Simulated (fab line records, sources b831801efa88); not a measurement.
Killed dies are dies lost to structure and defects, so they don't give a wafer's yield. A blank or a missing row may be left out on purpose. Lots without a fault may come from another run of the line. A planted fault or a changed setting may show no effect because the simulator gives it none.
Which tool did it? | flow sfq_line | 7 lots, 21 wafers sampled, at 1 step of a route of 325

WHAT THE GAUGES READ, wafer by wafer
SFQ_I0_OVL_MEAS_908.
lot  | measured     | on         | I0_OVL (nm)
L930 | day 13 21:45 | overlay-02 | -7 -2 0
L933 | day 17 13:29 | overlay-02 | -2 0 -9
L938 | day 18 08:40 | overlay-02 | 1 -1 -7
L942 | day 18 17:04 | overlay-02 | -11 -12 -10
L946 | day 19 03:52 | overlay-02 | -13 0 -9
L949 | day 19 09:52 | overlay-02 | -15 -10 -11
L951 | day 19 19:28 | overlay-02 | -10 -6 -12

WHICH TOOL RAN EACH LOT (tool, then ch and the chambers of the sampled wafers, then the start)
The record holds no process step before these readings.

THE ANSWER, worked out from the rows above alone
Rule: what is usual is taken from the lots themselves. Put in order of their means at a reading, lots are off if they are a third of the lots or fewer, leave a main group of 4 or more, and stand apart from it by a gap of 3 or more times the standard deviation of the main group's means; of several such gaps the widest counts. A main group whose means are all the same, to the digits that the tables above print for the reading, isn't used. A lot without any number at a reading at which 4 lots or more have one is off too. The other lots that the step has rows for count as sound.
No lot is off at any reading shown: from this, nothing can be told.

WHAT THE SIMULATOR HAD PUT IN
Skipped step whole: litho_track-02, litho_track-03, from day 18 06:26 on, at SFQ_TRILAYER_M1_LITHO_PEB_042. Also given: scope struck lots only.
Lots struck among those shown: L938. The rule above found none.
